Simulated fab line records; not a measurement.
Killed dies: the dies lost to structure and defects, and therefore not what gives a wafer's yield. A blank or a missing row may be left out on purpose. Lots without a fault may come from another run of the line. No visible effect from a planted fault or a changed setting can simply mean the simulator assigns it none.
fab line records    flow sky130
record: lots: 14  wafers: 42  last-day: 50
route steps=708 shown POLY_GATE@230 POLY_CUT@317 RES_XHIGH@340 SD_N@353 SD_P@359
lots that met no fault: taken from a fault-free run of the same line
start-h: the number of hours between the record's first day and the start of the first shown wafer of the lot    wait-h: time in hours since the lot's previous step    " unchanged from the row above    L1.1+2: a single row standing in for several wafers    - value missing, or start not given    * or withheld: withheld    < > ~ a bound
route shown NAME@n: NAME is a module with steps in the file, n the number in the route of the first one    usual: mean/standard deviation taken from wafers without a fault    same: alike in all rows    chamber/n: place in a boat    sites: per-site readings    _std_site: their standard deviation    _edge_site: inner sites' mean taken away from outer sites' mean    radius-mm: how far each site lies from the wafer's centre    mask NAME#n: copy n    behind: the most recent tool/chamber to have shaped the wafer    hold: cause of the lot's hold/its duration in hours/its outcome    device: whichever transistor did not switch (one of n, p or np)    end of line: the same wafers' tests at the end of the route    step lacking rows: just its recipe    killed: count of dies lost to structure and defects at first sort (not the wafer's yield)    map: per-die view of a wafer (x killed, . not killed, _ where there is no die)
set.NAME: setting as actually run; set.NAME@STEP: the setting as run at that earlier step    model.NAME: the simulator's own value behind a step, which no gauge read
steps of the route over a sample of lots; a table a step, a row a wafer
services: a tool's chamber out of use, with start hour (start-h, from the record's first day; less than 0 if before it), hours out, and reason
== steps ==
step: SKY_POLY_GATE_ETCH_16
recipe: stop-on: poly-Si  chemistry: CH3F/O2  target: Si3N4  source-w: 400  bias-w: 80  pressure-mtorr: 25  ch3f-flow-sccm: 40  O2_flow_sccm: 30  time-s: 147.5  target-depth-a: 750
usual: drypump-motor-current-A: 5.7/0.32  oes-product-au: 0.639/0.0055  throttle-valve-pct: 10.536/0.0085
lot.wafer  tool         chamber  start-h  wait-h  drypump-motor-current-A  oes-product-au  rf-hours-counter-h  throttle-valve-pct
L284.1     rie-diel-01  3        385.61   0.0     5.3                      0.629           5                   10.533
L284.3     "            0        "        "       5.5                      0.639           4                   10.550
L284.5     "            0        "        "       5.5                      0.629           -                   10.540
L285.3     rie-diel-01  1        407.50   0.0     5.9                      0.635           82                  10.542
L285.4     "            0        "        "       5.6                      0.632           4                   10.543
L285.6     "            2        "        "       5.8                      0.634           -                   10.545
L286.2     rie-diel-04  0        407.67   0.0     5.5                      0.643           4                   10.529
L286.4     "            2        "        "       6.4                      0.638           -                   10.526
L286.6     "            0        "        "       5.5                      0.626           -                   10.550
L287.1     rie-diel-01  0        414.97   0.0     5.5                      0.645           4                   10.538
L287.5     "            3        "        "       5.3                      0.643           -                   10.529
L287.6     "            0        "        "       5.5                      0.643           -                   10.531
L288.3     rie-diel-01  1        422.21   0.0     5.9                      0.640           83                  10.542
L288.4     "            2        "        "       5.8                      0.640           21                  10.547
L288.5     "            3        "        "       5.3                      0.634           -                   10.539
L289.1     rie-diel-04  0        432.96   0.0     5.5                      0.632           5                   10.535
L289.2     "            1        "        "       5.2                      0.637           12                  10.530
L289.3     "            3        "        "       5.9                      0.631           9                   10.536
L290.1     rie-diel-01  0        437.72   0.0     5.5                      0.636           5                   10.536
L290.3     "            3        "        "       5.3                      0.628           7                   10.538
L290.6     "            0        "        "       5.5                      0.634           -                   10.538
L294.1     rie-diel-03  2        482.07   0.0     5.7                      0.638           15                  10.557
L294.4     "            2        "        "       5.7                      0.648           -                   10.545
L294.5     "            1        "        "       5.6                      0.635           -                   10.540
L298.1     rie-diel-04  3        519.30   0.0     5.9                      0.639           10                  10.544
L298.3     "            2        "        "       6.4                      0.638           15                  10.530
L298.4     "            0        "        "       5.5                      0.639           7                   10.532
L299.1     rie-diel-03  1        526.65   0.0     5.6                      0.639           40                  10.520
L299.2     "            3        "        "       6.0                      0.638           2                   10.530
L299.3     "            2        "        "       5.7                      0.639           16                  10.531
L301.1     rie-diel-03  3        541.86   0.0     6.0                      0.646           3                   10.535
L301.2     "            1        "        "       5.6                      0.653           40                  10.524
L301.5     "            0        "        "       5.3                      0.642           -                   10.544
L302.1     rie-diel-04  0        552.96   0.0     5.5                      0.645           7                   10.536
L302.3     "            2        "        "       6.3                      0.640           15                  10.546
L302.5     "            0        "        "       5.5                      0.640           -                   10.547
L303.3     rie-diel-04  1        557.45   0.0     5.3                      0.641           14                  10.536
L303.4     "            1        "        "       5.2                      0.639           -                   10.534
L303.6     "            0        "        "       5.5                      0.641           -                   10.530
L305.4     rie-diel-03  3        569.36   0.0     6.0                      0.635           4                   10.540
L305.5     "            2        "        "       5.7                      0.638           -                   10.528
L305.6     "            3        "        "       6.0                      0.634           -                   10.547
step: SKY_POLY_CUT_ETCH_10
recipe: chemistry: N2/H2  target: BARC  ion-energy-ev: 200  source-w: 500  bias-w: 100  pressure-mtorr: 30  n2-flow-sccm: 100  h2-flow-sccm: 200  stop-on: SiO2  time-s: 45.9  target-depth-a: 600
usual: drypump-motor-current-A: 5.6/0.32  n2-flow-sccm: 100.0/0.31  oes-product-au: 0.855/0.0049  throttle-valve-pct: 13.225/0.0094
lot.wafer  tool         chamber  start-h  wait-h  drypump-motor-current-A  n2-flow-sccm  oes-product-au  rf-hours-counter-h  throttle-valve-pct
L284.1     rie-diel-02  2        572.72   0.0     5.3                      99.9          0.858           3                   13.217
L284.3     "            0        "        "       5.5                      99.6          0.849           4                   13.224
L284.5     "            2        "        "       5.3                      100.0         0.854           -                   13.223
L285.3     rie-diel-01  1        597.54   0.0     5.9                      100.1         0.852           1                   13.235
L285.4     "            3        "        "       5.3                      99.9          0.856           10                  13.218
L285.6     "            0        "        "       5.5                      99.9          0.850           -                   13.239
L286.2     rie-diel-02  3        600.48   0.0     5.6                      99.3          0.852           0                   13.233
L286.4     "            2        "        "       5.3                      99.2          0.850           -                   13.212
L286.6     "            3        "        "       5.6                      99.4          0.849           -                   13.244
L287.1     rie-diel-01  0        602.87   0.0     5.5                      99.9          0.853           8                   13.223
L287.5     "            3        "        "       5.3                      100.0         0.862           -                   13.232
L287.6     "            0        "        "       5.5                      99.7          0.860           -                   13.224
L288.3     rie-diel-02  3        609.91   0.0     5.6                      99.8          0.847           1                   13.229
L288.4     "            2        "        "       5.3                      99.7          0.847           -                   13.238
L288.5     "            1        "        "       6.1                      99.9          0.857           -                   13.222
L289.1     rie-diel-04  3        618.78   0.0     5.9                      100.2         0.852           12                  13.228
L289.2     "            2        "        "       6.4                      100.4         0.856           17                  13.243
L289.3     "            1        "        "       5.2                      100.0         0.861           16                  13.214
L290.1     rie-diel-04  2        624.67   0.0     6.4                      99.9          0.857           17                  13.226
L290.3     "            3        "        "       5.9                      99.8          0.852           12                  13.239
L290.6     "            1        "        "       5.2                      100.0         0.855           -                   13.230
L294.1     rie-diel-01  1        669.72   0.0     5.9                      100.7         0.848           3                   13.239
L294.4     "            3        "        "       5.3                      99.5          0.855           11                  13.210
L294.5     "            2        "        "       5.8                      99.9          0.866           -                   13.225
L298.1     rie-diel-01  1        699.02   0.0     5.9                      99.8          0.854           4                   13.215
L298.3     "            0        "        "       5.5                      100.2         0.855           10                  13.222
L298.4     "            2        "        "       5.8                      100.0         0.856           27                  13.231
L299.1     rie-diel-01  3        702.97   0.0     5.3                      100.1         0.857           12                  13.226
L299.2     "            1        "        "       5.9                      100.7         0.862           4                   13.220
L299.3     "            0        "        "       5.5                      99.7          0.852           10                  13.206
L301.1     rie-diel-02  0        720.98   0.0     5.5                      100.4         0.861           6                   13.226
L301.2     "            2        "        "       5.3                      100.3         0.852           6                   13.227
L301.5     "            2        "        "       5.3                      100.3         0.850           -                   13.231
L302.1     rie-diel-04  3        727.92   0.0     5.9                      99.7          0.851           15                  13.218
L302.3     "            1        "        "       5.2                      99.6          0.847           19                  13.229
L302.5     "            0        "        "       5.6                      100.0         0.861           -                   13.218
L303.3     rie-diel-01  3        733.42   0.0     5.3                      100.1         0.849           13                  13.227
L303.4     "            1        "        "       5.9                      100.1         0.857           5                   13.237
L303.6     "            1        "        "       5.8                      100.5         0.852           -                   13.222
L305.4     rie-diel-01  0        746.33   0.0     5.5                      99.8          0.850           11                  13.220
L305.5     "            1        "        "       5.9                      100.3         0.850           -                   13.221
L305.6     "            2        "        "       5.9                      100.1         0.863           -                   13.236
step: SKY_RES_XHIGH_STRIP_08
recipe: chemistry: O2/N2  power-w: 1400  pressure-mtorr: 1500  platen-temp-c: withheld  o2-flow-sccm: 3000  n2-flow-sccm: 300  overash-fraction: 0.5
usual: chamber-pressure-mTorr: 1499.9/1.3  drypump-motor-current-A: 5.4/0.35  n2-flow-sccm: 300.0/0.76  oes-product-au: 0.711/0.0045  strip-time-to-endpoint-s: 14.28/0.036
lot.wafer  tool             chamber  start-h  wait-h  chamber-pressure-mTorr  drypump-motor-current-A  n2-flow-sccm  oes-product-au  rf-hours-counter-h  strip-time-to-endpoint-s
L284.1     plasma-asher-01  1        631.03   0.1     1499.6                  5.9                      299.5         0.713           21                  14.20
L284.3     "                0        "        "       1501.2                  5.5                      301.4         0.707           -                   14.23
L284.5     "                0        "        "       1499.0                  5.5                      300.6         0.708           -                   14.23
L285.3     plasma-asher-01  1        655.81   0.1     1500.9                  5.8                      299.4         0.718           -                   14.33
L285.4     "                0        "        "       1502.7                  5.5                      300.0         0.708           -                   14.30
L285.6     "                1        "        "       1500.3                  5.8                      301.0         0.718           -                   14.30
L286.2     plasma-asher-04  0        658.17   0.1     1500.0                  6.0                      300.4         0.714           91                  14.31
L286.4     "                1        "        "       1500.4                  5.5                      299.9         0.711           -                   14.27
L286.6     "                1        "        "       1502.0                  5.5                      300.0         0.716           -                   14.33
L287.1     plasma-asher-01  1        660.32   0.1     1500.6                  5.9                      298.6         0.713           24                  14.35
L287.5     "                0        "        "       1498.8                  5.5                      300.9         0.714           -                   14.33
L287.6     "                1        "        "       1498.6                  5.8                      299.7         0.715           -                   14.33
L288.3     plasma-asher-03  1        667.56   0.1     -                       -                        -             -               -                   -
L288.4     "                0        "        "       -                       -                        -             -               -                   -
L288.5     "                1        "        "       -                       -                        -             -               -                   -
L289.1     plasma-asher-01  1        676.38   0.1     -                       -                        -             -               -                   -
L289.2     "                0        "        "       -                       -                        -             -               -                   -
L289.3     "                0        "        "       -                       -                        -             -               -                   -
L290.1     plasma-asher-03  1        681.96   0.1     1499.8                  5.1                      301.5         0.710           86                  14.27
L290.3     "                0        "        "       1503.8                  5.1                      300.5         0.712           -                   14.31
L290.6     "                0        "        "       1497.6                  5.0                      299.9         0.713           -                   14.32
L294.1     plasma-asher-01  0        724.83   0.1     1501.8                  5.5                      300.0         0.707           30                  14.28
L294.4     "                1        "        "       1499.9                  5.8                      300.7         0.708           -                   14.31
L294.5     "                0        "        "       1500.2                  5.5                      299.5         0.703           -                   14.32
L298.1     plasma-asher-01  1        753.62   0.1     1499.8                  5.8                      299.9         0.704           33                  14.22
L298.3     "                1        "        "       1500.8                  5.8                      301.3         0.712           -                   14.23
L298.4     "                0        "        "       1500.7                  5.5                      300.0         0.717           -                   14.27
L299.1     plasma-asher-03  0        757.81   0.1     1498.3                  5.1                      300.4         0.704           93                  14.26
L299.2     "                1        "        "       1499.0                  5.1                      298.6         0.713           93                  14.21
L299.3     "                0        "        "       1498.8                  5.1                      299.0         0.710           -                   14.22
L301.1     plasma-asher-04  1        775.68   0.1     1499.1                  5.5                      302.3         0.718           3                   14.28
L301.2     "                0        "        "       1500.3                  6.0                      299.6         0.717           3                   14.26
L301.5     "                1        "        "       1498.5                  5.5                      300.4         0.711           -                   14.27
L302.1     plasma-asher-04  1        782.48   0.1     1500.6                  5.5                      299.7         0.705           4                   14.33
L302.3     "                1        "        "       1499.2                  5.5                      300.2         0.711           -                   14.31
L302.5     "                0        "        "       1496.4                  6.0                      301.4         0.722           -                   14.32
L303.3     plasma-asher-01  1        787.49   0.1     1500.7                  5.8                      300.3         0.708           -                   14.24
L303.4     "                0        "        "       1499.0                  5.5                      299.9         0.707           -                   14.21
L303.6     "                1        "        "       1500.7                  5.8                      298.5         0.712           -                   14.26
L305.4     plasma-asher-03  1        800.21   0.1     1501.4                  5.0                      299.5         0.709           -                   14.27
L305.5     "                1        "        "       1499.1                  5.1                      300.9         0.714           -                   14.25
L305.6     "                0        "        "       1496.6                  5.1                      299.0         0.699           -                   14.22
step: SKY_SD_N_STRIP_11
recipe: chemistry: O2/N2  power-w: 1400  pressure-mtorr: 1500  platen-temp-c: withheld  o2-flow-sccm: 3000  n2-flow-sccm: 300  overash-fraction: 0.5
usual: chamber-pressure-mTorr: 1499.8/1.2  drypump-motor-current-A: 5.69/0.28  n2-flow-sccm: 300.0/0.94  oes-product-au: 0.527/0.0043  strip-time-to-endpoint-s: 22.54/0.052
lot.wafer  tool             chamber  start-h  wait-h  chamber-pressure-mTorr  drypump-motor-current-A  n2-flow-sccm  oes-product-au  rf-hours-counter-h  strip-time-to-endpoint-s
L284.1     plasma-asher-04  1        660.02   0.1     1499.7                  5.51                     299.4         0.527           91                  22.51
L284.3     "                1        "        "       1499.9                  5.52                     301.4         0.528           -                   22.53
L284.5     "                1        "        "       1499.6                  5.53                     300.8         0.525           -                   22.51
L285.3     plasma-asher-01  1        684.87   0.1     1497.5                  5.86                     299.8         0.529           -                   22.57
L285.4     "                0        "        "       1500.4                  5.47                     300.6         0.528           -                   22.60
L285.6     "                0        "        "       1499.7                  5.45                     300.0         0.521           -                   22.59
L286.2     plasma-asher-01  1        687.14   0.1     1497.7                  5.84                     298.9         0.532           26                  22.66
L286.4     "                1        "        "       1499.6                  5.83                     300.2         0.526           -                   22.64
L286.6     "                1        "        "       1499.1                  5.82                     299.2         0.524           -                   22.61
L287.1     plasma-asher-01  1        688.58   0.1     1498.1                  5.86                     298.1         0.528           27                  22.55
L287.5     "                1        "        "       1499.7                  5.83                     299.9         0.525           -                   22.60
L287.6     "                0        "        "       1498.2                  5.48                     301.5         0.526           -                   22.49
L288.3     plasma-asher-01  0        695.56   0.1     1498.6                  5.48                     301.1         0.616           -                   39.39
L288.4     "                1        "        "       1497.5                  5.84                     299.6         0.616           -                   39.37
L288.5     "                1        "        "       1500.3                  5.83                     298.5         0.605           -                   39.41
L289.1     plasma-asher-04  0        704.14   0.1     1499.6                  5.97                     299.8         0.615           95                  39.43
L289.2     "                1        "        "       1500.1                  5.52                     299.2         0.620           95                  39.49
L289.3     "                0        "        "       1500.4                  5.99                     299.6         0.611           -                   39.52
L290.1     plasma-asher-01  1        709.63   0.1     1501.4                  5.84                     301.0         0.517           29                  22.58
L290.3     "                1        "        "       1497.9                  5.81                     299.7         0.523           -                   22.55
L290.6     "                0        "        "       1499.3                  5.45                     301.8         0.523           -                   22.62
L294.1     plasma-asher-04  0        752.39   0.1     1501.4                  5.98                     302.0         0.521           1                   22.52
L294.4     "                0        "        "       1500.1                  5.98                     301.2         0.526           -                   22.52
L294.5     "                0        "        "       1500.1                  5.97                     301.3         0.528           -                   22.55
L298.1     plasma-asher-04  1        779.77   0.1     1498.2                  5.50                     299.0         0.520           3                   22.47
L298.3     "                1        "        "       1501.4                  5.50                     300.1         0.529           -                   22.49
L298.4     "                0        "        "       1499.7                  5.98                     301.0         0.531           -                   22.49
L299.1     plasma-asher-04  0        784.64   0.1     1499.0                  5.98                     300.1         0.527           4                   22.52
L299.2     "                1        "        "       1498.3                  5.50                     299.8         0.526           4                   22.51
L299.3     "                0        "        "       1500.9                  5.98                     300.9         0.529           -                   22.51
L301.1     plasma-asher-01  1        803.25   0.1     1501.9                  5.83                     300.6         0.535           38                  22.57
L301.2     "                0        "        "       1501.5                  5.45                     299.4         0.530           38                  22.57
L301.5     "                0        "        "       1498.6                  5.44                     300.2         0.521           -                   22.61
L302.1     plasma-asher-01  0        809.69   0.1     1501.1                  5.44                     299.6         0.532           40                  22.49
L302.3     "                0        "        "       1500.2                  5.42                     298.2         0.532           -                   22.51
L302.5     "                1        "        "       1498.2                  5.85                     300.6         0.526           -                   22.53
L303.3     plasma-asher-02  1        814.26   0.1     1499.6                  5.18                     299.1         0.535           -                   22.58
L303.4     "                0        "        "       1499.9                  6.26                     299.5         0.530           -                   22.57
L303.6     "                1        "        "       1500.6                  5.19                     300.0         0.538           -                   22.56
L305.4     plasma-asher-04  0        826.91   0.1     1499.3                  5.99                     301.2         0.524           -                   22.62
L305.5     "                1        "        "       1499.1                  5.51                     301.2         0.527           -                   22.64
L305.6     "                0        "        "       1499.5                  5.98                     300.9         0.527           -                   22.64
step: SKY_SD_N_TW_MEAS_12
usual: SD_N_TW: 3961/30
lot.wafer  tool           chamber  start-h  wait-h  SD_N_TW
L284.1     film-metro-01  -        660.12   0.1     3978
L284.3     "              -        "        "       3963
L284.5     "              -        "        "       3972
L285.3     film-metro-02  -        684.96   0.1     3947
L285.4     "              -        "        "       3947
L285.6     "              -        "        "       3942
L286.2     film-metro-04  -        687.25   0.1     3927
L286.4     "              -        "        "       3933
L286.6     "              -        "        "       3940
L287.1     film-metro-04  -        688.68   0.1     3953
L287.5     "              -        "        "       3940
L287.6     "              -        "        "       3957
L288.3     film-metro-02  -        695.64   0.1     30
L288.4     "              -        "        "       30
L288.5     "              -        "        "       30
L289.1     film-metro-04  -        704.24   0.1     30
L289.2     "              -        "        "       30
L289.3     "              -        "        "       30
L290.1     film-metro-02  -        709.73   0.1     3948
L290.3     "              -        "        "       3952
L290.6     "              -        "        "       3959
L294.1     film-metro-01  -        752.49   0.1     3957
L294.4     "              -        "        "       3934
L294.5     "              -        "        "       3962
L298.1     film-metro-04  -        779.87   0.1     3989
L298.3     "              -        "        "       4009
L298.4     "              -        "        "       4011
L299.1     film-metro-04  -        784.74   0.1     3981
L299.2     "              -        "        "       3982
L299.3     "              -        "        "       3976
L301.1     film-metro-02  -        803.35   0.1     4001
L301.2     "              -        "        "       3998
L301.5     "              -        "        "       3998
L302.1     film-metro-02  -        809.79   0.1     4016
L302.3     "              -        "        "       4019
L302.5     "              -        "        "       4027
L303.3     film-metro-02  -        814.34   0.1     3998
L303.4     "              -        "        "       4008
L303.6     "              -        "        "       4009
L305.4     film-metro-04  -        827.01   0.1     3938
L305.5     "              -        "        "       3960
L305.6     "              -        "        "       3932
step: SKY_SD_N_RS_MEAS_17
recipe: thk-meas-gauge: four-point-probe
usual: SD_P_RS: 147.1/0.43
lot.wafer  tool           chamber  start-h  wait-h  SD_P_RS[ohm/sq]
L284.1     film-metro-02  -        660.53   0.1     147.4
L284.3     "              -        "        "       147.6
L284.5     "              -        "        "       147.6
L285.3     film-metro-01  -        685.38   0.1     146.8
L285.4     "              -        "        "       146.6
L285.6     "              -        "        "       147.1
L286.2     film-metro-02  -        687.66   0.1     147.3
L286.4     "              -        "        "       146.7
L286.6     "              -        "        "       146.8
L287.1     film-metro-02  -        689.10   0.1     147.4
L287.5     "              -        "        "       147.6
L287.6     "              -        "        "       147.2
L288.3     film-metro-01  -        696.07   0.1     146.6
L288.4     "              -        "        "       146.5
L288.5     "              -        "        "       147.0
L289.1     film-metro-02  -        704.64   0.1     147.7
L289.2     "              -        "        "       147.9
L289.3     "              -        "        "       148.3
L290.1     film-metro-01  -        710.20   0.1     146.8
L290.3     "              -        "        "       146.8
L290.6     "              -        "        "       147.0
L294.1     film-metro-04  -        752.89   0.1     147.2
L294.4     "              -        "        "       147.1
L294.5     "              -        "        "       147.0
L298.1     film-metro-01  -        780.28   0.1     146.7
L298.3     "              -        "        "       147.0
L298.4     "              -        "        "       146.9
L299.1     film-metro-04  -        785.14   0.1     146.7
L299.2     "              -        "        "       146.6
L299.3     "              -        "        "       146.0
L301.1     film-metro-02  -        803.75   0.1     147.0
L301.2     "              -        "        "       147.4
L301.5     "              -        "        "       147.3
L302.1     film-metro-01  -        810.19   0.1     146.3
L302.3     "              -        "        "       146.4
L302.5     "              -        "        "       146.0
L303.3     film-metro-04  -        814.77   0.1     146.7
L303.4     "              -        "        "       147.1
L303.6     "              -        "        "       147.2
L305.4     film-metro-04  -        827.44   0.1     147.0
L305.5     "              -        "        "       146.9
L305.6     "              -        "        "       147.3
== services ==
tool             chamber  start-h  hours  kind
rie-diel-01      0        374.19   1.4    repair
rie-diel-04      -        384.99   0.5    repair
plasma-asher-04  -        389.09   1.9    repair
plasma-asher-04  -        402.08   1.4    repair
rie-diel-04      3        405.21   4.1    repair
plasma-asher-04  -        410.55   0.3    repair
rie-diel-04      -        421.18   0.4    repair
plasma-asher-01  -        421.25   9.0    pm
plasma-asher-04  -        424.81   11.2   repair
rie-diel-01      -        434.11   2.8    pm
plasma-asher-04  -        451.47   0.5    repair
plasma-asher-04  -        481.21   11.0   repair
rie-diel-04      1        486.24   18.5   repair
rie-diel-04      3        496.42   9.0    repair
rie-diel-04      1        548.06   7.6    repair
rie-diel-04      2        556.44   3.9    repair
rie-diel-01      0        560.59   4.1    repair
plasma-asher-04  -        599.43   2.8    pm
plasma-asher-04  -        682.13   2.8    repair
plasma-asher-04  -        733.75   9.0    pm
plasma-asher-01  -        738.13   1.7    repair
plasma-asher-04  -        786.38   6.1    repair
plasma-asher-04  -        808.40   8.5    repair
rie-diel-01      2        810.21   1.4    repair
== key ==
first-sign: step: SKY_RES_XHIGH_STRIP_08  reading: tool-record  direction: missing
effect: step: SKY_SD_N_STRIP_11  reading: strip-time-to-endpoint-s  direction: up  sigmas: 99+  usual: *  struck: *
effect: step: SKY_SD_N_TW_MEAS_12  reading: SD_N_TW  direction: down  sigmas: 99+  usual: 3961  struck: 30
met-at SKY_RES_XHIGH_STRIP_08
struck-lots L288,L289
sort-left-out L288.3,L288.4,L288.5,L289.1,L289.2,L289.3
tester-left-out L288,L289
not-acting-at SKY_POLY_GATE_ETCH_16,SKY_POLY_CUT_ETCH_10,SKY_SD_N_RS_MEAS_17
onset-between 660.32 667.56
fault: kind: skipped-step-whole  tool: plasma-asher-01,plasma-asher-03  chamber: -  onset-h: 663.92  steps: SKY_RES_XHIGH_STRIP_08  scope: struck-lots-only
tester-left-out: of these lots the tester's yield and bins aren't shown, on N5 and GAA mostly nor the transistor test; their killed dies are dies lost to structure and defects alone, not to doping, threshold or leakage, so they don't give the yield
sort-left-out: the simulated sort isn't trusted on such a fault, so these wafers' sort isn't shown, and their yield isn't known
